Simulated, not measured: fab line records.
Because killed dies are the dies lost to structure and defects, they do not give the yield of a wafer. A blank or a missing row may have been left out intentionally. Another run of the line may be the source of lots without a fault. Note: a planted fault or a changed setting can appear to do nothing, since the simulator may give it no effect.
Matching of chambers | flow sky130 | cmp-02 running SKY_VIA1_CMP_02: 4 sister chambers
The step polishes SiO2. 4 wafers are shown with their chamber, then 12 later ones without.

== EACH WAFER AND ITS CHAMBER ==
wafer  | chamber | motor-current-A (A)
L086.3 | 2       | 15.3
L091.4 | 1       | 10.5
L091.5 | 0       | 11.5
L091.6 | 3       | 10.3

== WAFERS WHOSE CHAMBER IS MISSING ==
wafer  | motor-current-A (A)
L094.2 | 15.4
L094.3 | 11.2
L094.5 | 10.7
L096.2 | 11.2
L096.4 | 14.4
L096.5 | 10.8
L097.1 | 10.7
L097.2 | 14.8
L097.6 | 10.7
L092.3 | 10.0
L092.4 | 10.2
L092.5 | 9.2

== EACH ONE'S CHAMBER ==
wafer  | from the rows above          | in truth
L094.2 | 2                            | 2
L094.3 | can't be placed: 0 or 1 or 3 | 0
L094.5 | can't be placed: 1 or 3 or 0 | 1
L096.2 | can't be placed: 0 or 1 or 3 | 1
L096.4 | 2                            | 2
L096.5 | can't be placed: 1 or 3 or 0 | 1
L097.1 | can't be placed: 1 or 3 or 0 | 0
L097.2 | 2                            | 2
L097.6 | can't be placed: 1 or 3 or 0 | 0
L092.3 | can't be placed: 3 or 1      | 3
L092.4 | can't be placed: 3 or 1      | 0
L092.5 | can't be placed: 3 or 1      | 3
Placed correctly: 3 of 12. Cannot be placed on the basis of these rows: 9; the candidates contain the true chamber in 8. Placed wrongly: 0.
How it was worked out, from the rows above alone: a wafer's distance from a chamber is the root of the sum, over the readings, of the square of ((its reading less the chamber's mean) divided by the reading's scatter). If the next closest chamber is less than 2 further off than the closest, the wafer can't be placed; otherwise it belongs to the closest. A chamber's mean is the mean of its shown wafers. The scatter: root of mean squared gap, hidden wafer to nearest shown wafer, with one shown wafer a chamber.
